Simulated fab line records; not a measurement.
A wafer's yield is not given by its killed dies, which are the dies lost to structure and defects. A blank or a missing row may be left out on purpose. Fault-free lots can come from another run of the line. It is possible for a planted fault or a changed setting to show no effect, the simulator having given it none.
The tool behind it: which one? / flow sky130 / 13 lots, 39 wafers sampled, at 4 steps of a route of 708

== WHAT EACH GAUGE READ, for each wafer ==
SKY_FIELD_ISO_BOW_MEAS_00. Usual: INCOMING_BOW gives -1 um (standard deviation 6.2).
lot=L324; measured=day 1 10:02; on=film metro-03; INCOMING_BOW (um)=18 -1 7; flag=
lot=L325; measured=day 1 15:01; on=film metro-01; INCOMING_BOW (um)=-14 7 5; flag=
lot=L326; measured=day 1 20:01; on=film metro-02; INCOMING_BOW (um)=2 13 3; flag=
lot=L328; measured=day 2 06:00; on=film metro-01; INCOMING_BOW (um)=-3 -6 2; flag=
lot=L329; measured=day 2 11:01; on=film metro-01; INCOMING_BOW (um)=7 4 -7; flag=
lot=L332; measured=day 3 02:00; on=film metro-03; INCOMING_BOW (um)=-9 2 -6; flag=
lot=L333; measured=day 3 07:02; on=film metro-02; INCOMING_BOW (um)=2 3 6; flag=
lot=L334; measured=day 3 12:01; on=film metro-03; INCOMING_BOW (um)=-8 5 3; flag=
lot=L335; measured=day 3 17:01; on=film metro-03; INCOMING_BOW (um)=-16 -4 -11; flag=
lot=L336; measured=day 3 22:01; on=film metro-02; INCOMING_BOW (um)=1 -8 2; flag=
lot=L338; measured=day 4 08:00; on=film metro-01; INCOMING_BOW (um)=-4 -2 4; flag=
lot=L341; measured=day 4 23:00; on=film metro-03; INCOMING_BOW (um)=0 -1 -2; flag=
lot=L342; measured=day 5 04:00; on=film metro-01; INCOMING_BOW (um)=4 -9 0; flag=

SKY_CONTACT_CD_MEAS_14 targets a cd of 170 nm. Usual: cd nm at 170.0 nm, with a standard deviation of 1.4.
lot=L324; measured=day 33 04:51; on=cd sem-01; cd nm (nm)=170.4 170.6 170.9; flag=
lot=L325; measured=day 32 10:59; on=cd sem-01; cd nm (nm)=170.4 168.9 169.9; flag=
lot=L326; measured=day 33 05:43; on=cd sem-02; cd nm (nm)=168.9 170.0 169.0; flag=
lot=L328; measured=day 33 06:52; on=cd sem-01; cd nm (nm)=169.9 170.9 170.7; flag=
lot=L329; measured=day 33 09:11; on=cd sem-02; cd nm (nm)=168.2 168.5 169.0; flag=
lot=L332; measured=day 34 11:21; on=cd sem-02; cd nm (nm)=169.0 170.7 169.1; flag=
lot=L333; measured=day 35 00:49; on=cd sem-02; cd nm (nm)=171.8 170.5 170.6; flag=
lot=L334; measured=day 34 22:32; on=cd sem-02; cd nm (nm)=167.0 168.4 166.4; flag=
lot=L335; measured=day 35 02:46; on=cd sem-02; cd nm (nm)=171.8 170.9 171.8; flag=
lot=L336; measured=day 36 01:40; on=cd sem-01; cd nm (nm)=170.6 172.0 171.8; flag=
lot=L338; measured=day 36 20:19; on=cd sem-01; cd nm (nm)=169.8 169.6 168.5; flag=
lot=L341; measured=day 37 20:16; on=cd sem-02; cd nm (nm)=169.9 168.4 170.2; flag=
lot=L342; measured=day 37 15:31; on=cd sem-01; cd nm (nm)=170.7 170.1 170.6; flag=

== EACH LOT AND THE TOOL THAT RAN IT (in order: tool; ch and the chambers of the sampled wafers; start) ==
lot=L324; SKY_VT_ADJUST_PCH_STRIP_09=plasma asher-02 ch 0,1, day 11 07:02; SKY_LOCAL_INTERCONNECT_SOFTBAKE_07=litho track-02 ch 0, day 33 04:51 or earlier
lot=L325; SKY_VT_ADJUST_PCH_STRIP_09=plasma asher-02 ch 0,1, day 11 04:41; SKY_LOCAL_INTERCONNECT_SOFTBAKE_07=litho track-03 ch 0, day 32 10:59 or earlier
lot=L326; SKY_VT_ADJUST_PCH_STRIP_09=plasma asher-02 ch 0,1, day 11 09:15; SKY_LOCAL_INTERCONNECT_SOFTBAKE_07=litho track-01 ch 0, day 33 05:43 or earlier
lot=L328; SKY_VT_ADJUST_PCH_STRIP_09=plasma asher-04 ch 0,1, day 11 21:05; SKY_LOCAL_INTERCONNECT_SOFTBAKE_07=litho track-02 ch 0, day 33 06:52 or earlier
lot=L329; SKY_VT_ADJUST_PCH_STRIP_09=plasma asher-03 ch 0,1, day 12 00:27; SKY_LOCAL_INTERCONNECT_SOFTBAKE_07=litho track-02 ch 0, day 33 09:11 or earlier
lot=L332; SKY_VT_ADJUST_PCH_STRIP_09=plasma asher-03 ch 0,1, day 13 04:41; SKY_LOCAL_INTERCONNECT_SOFTBAKE_07=litho track-01 ch 0, day 34 11:21 or earlier
lot=L333; SKY_VT_ADJUST_PCH_STRIP_09=plasma asher-04 ch 0,1, day 13 18:16; SKY_LOCAL_INTERCONNECT_SOFTBAKE_07=litho track-03 ch 0, day 35 00:49 or earlier
lot=L334; SKY_VT_ADJUST_PCH_STRIP_09=plasma asher-03 ch 0,1, day 13 20:09; SKY_LOCAL_INTERCONNECT_SOFTBAKE_07=litho track-03 ch 0, day 34 22:32 or earlier
lot=L335; SKY_VT_ADJUST_PCH_STRIP_09=plasma asher-04 ch 0,1, day 13 22:09; SKY_LOCAL_INTERCONNECT_SOFTBAKE_07=litho track-01 ch 0, day 35 02:46 or earlier
lot=L336; SKY_VT_ADJUST_PCH_STRIP_09=plasma asher-03 ch 0,1, day 14 07:15; SKY_LOCAL_INTERCONNECT_SOFTBAKE_07=litho track-03 ch 0, day 36 01:40 or earlier
lot=L338; SKY_VT_ADJUST_PCH_STRIP_09=plasma asher-04 ch 0,1, day 15 11:14; SKY_LOCAL_INTERCONNECT_SOFTBAKE_07=litho track-03 ch 0, day 36 20:19 or earlier
lot=L341; SKY_VT_ADJUST_PCH_STRIP_09=plasma asher-04 ch 0,1, day 16 16:11; SKY_LOCAL_INTERCONNECT_SOFTBAKE_07=litho track-02 ch 0, day 37 20:16 or earlier
lot=L342; SKY_VT_ADJUST_PCH_STRIP_09=plasma asher-04 ch 0,1, day 16 13:50; SKY_LOCAL_INTERCONNECT_SOFTBAKE_07=litho track-02 ch 0, day 37 15:31 or earlier
- SKY_VT_ADJUST_PCH_STRIP_09: strips in O2/N2.
- SKY_LOCAL_INTERCONNECT_SOFTBAKE_07: time 91.17 s.

== WHAT THE TOOLS THEMSELVES READ (means of the sampled wafers that have a number; where no wafer has one, the mark that the record gives instead) ==
SKY_VT_ADJUST_PCH_STRIP_09. Usual: drypump motor current A 5.5 A, standard deviation 0.4; oes product au 0.722 a.u., standard deviation 0.0053; strip time to endpoint s 36.98 s, standard deviation 0.097.
lot=L324; tool=plasma asher-02; drypump motor current A (A)=5.8; oes product au (a.u.)=0.726; strip time to endpoint s (s)=36.89; flag=
lot=L325; tool=plasma asher-02; drypump motor current A (A)=5.6; oes product au (a.u.)=0.723; strip time to endpoint s (s)=36.97; flag=
lot=L326; tool=plasma asher-02; drypump motor current A (A)=5.8; oes product au (a.u.)=0.714; strip time to endpoint s (s)=37.06; flag=
lot=L328; tool=plasma asher-04; drypump motor current A (A)=5.3; oes product au (a.u.)=0.719; strip time to endpoint s (s)=36.86; flag=
lot=L329; tool=plasma asher-03; drypump motor current A (A)=5.3; oes product au (a.u.)=0.730; strip time to endpoint s (s)=37.08; flag=
lot=L332; tool=plasma asher-03; drypump motor current A (A)=5.7; oes product au (a.u.)=0.723; strip time to endpoint s (s)=37.05; flag=
lot=L333; tool=plasma asher-04; drypump motor current A (A)=5.3; oes product au (a.u.)=0.721; strip time to endpoint s (s)=37.05; flag=
lot=L334; tool=plasma asher-03; drypump motor current A (A)=5.3; oes product au (a.u.)=0.722; strip time to endpoint s (s)=36.98; flag=
lot=L335; tool=plasma asher-04; drypump motor current A (A)=5.5; oes product au (a.u.)=0.719; strip time to endpoint s (s)=37.06; flag=
lot=L336; tool=plasma asher-03; drypump motor current A (A)=5.3; oes product au (a.u.)=0.729; strip time to endpoint s (s)=36.96; flag=
lot=L338; tool=plasma asher-04; drypump motor current A (A)=5.3; oes product au (a.u.)=0.721; strip time to endpoint s (s)=37.20; flag=
lot=L341; tool=plasma asher-04; drypump motor current A (A)=5.3; oes product au (a.u.)=0.668; strip time to endpoint s (s)=41.10; flag=OFF
lot=L342; tool=plasma asher-04; drypump motor current A (A)=5.2; oes product au (a.u.)=0.673; strip time to endpoint s (s)=41.15; flag=OFF

SKY_LOCAL_INTERCONNECT_SOFTBAKE_07. Usual: plate sensor t centre C 100.88 C, standard deviation 0.01; plate sensor t edge C 100.95 C, standard deviation 0.011.
lot=L324; tool=litho track-02; plate sensor t centre C (C)=100.88; plate sensor t edge C (C)=100.96; flag=
lot=L325; tool=litho track-03; plate sensor t centre C (C)=100.87; plate sensor t edge C (C)=100.94; flag=
lot=L326; tool=litho track-01; plate sensor t centre C (C)=100.89; plate sensor t edge C (C)=100.95; flag=
lot=L328; tool=litho track-02; plate sensor t centre C (C)=100.88; plate sensor t edge C (C)=100.95; flag=
lot=L329; tool=litho track-02; plate sensor t centre C (C)=100.87; plate sensor t edge C (C)=100.95; flag=
lot=L332; tool=litho track-01; plate sensor t centre C (C)=100.89; plate sensor t edge C (C)=100.94; flag=
lot=L333; tool=litho track-03; plate sensor t centre C (C)=100.88; plate sensor t edge C (C)=100.95; flag=
lot=L334; tool=litho track-03; plate sensor t centre C (C)=100.89; plate sensor t edge C (C)=100.96; flag=
lot=L335; tool=litho track-01; plate sensor t centre C (C)=100.89; plate sensor t edge C (C)=100.95; flag=
lot=L336; tool=litho track-03; plate sensor t centre C (C)=100.88; plate sensor t edge C (C)=100.94; flag=
lot=L338; tool=litho track-03; plate sensor t centre C (C)=100.88; plate sensor t edge C (C)=100.95; flag=
lot=L341; tool=litho track-02; plate sensor t centre C (C)=100.89; plate sensor t edge C (C)=100.96; flag=
lot=L342; tool=litho track-02; plate sensor t centre C (C)=100.89; plate sensor t edge C (C)=100.96; flag=

== THE ANSWER, worked out from the rows above alone ==
Rule: a lot counts as off when the mean over its wafers that have a number is more than 3 standard deviations away from the usual mean. A lot without any number at a reading at which 4 lots or more have one is off too. Any other lot the step has rows for is counted as sound. First the gauges in route order, then the tools' own readings, where a lot's mean is used as printed above. At the first step where some lot is off, the reading lying furthest off is the one used; lots without a number count as furthest.
Off: L341, L342 (SKY_VT_ADJUST_PCH_STRIP_09, strip time to endpoint s).
A tool fits if, at that step or a process step before it, it ran every lot that is off, and no sound lot after the first of them. One fits: plasma asher-04 at SKY_VT_ADJUST_PCH_STRIP_09. A fault onset in the window from L338 (day 15 11:14, its last sound lot) to L342 (day 16 13:50, its first lot off) fits.
The tool's own readings at SKY_VT_ADJUST_PCH_STRIP_09 bear it out: on the lots that are off they differ by more than 5 times the standard deviation of the sound lots' means. oes product au reads 0.671 a.u. there against 0.722 a.u. on the sound lots; strip time to endpoint s reads 41.12 s there against 37.01 s on the sound lots.

== WHAT THE SIMULATOR HAD INSERTED ==
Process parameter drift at SKY_VT_ADJUST_PCH_STRIP_09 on plasma asher-04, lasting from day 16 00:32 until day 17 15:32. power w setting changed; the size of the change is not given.
Struck lots among those shown: L341, L342. The rule given above showed the same thing.
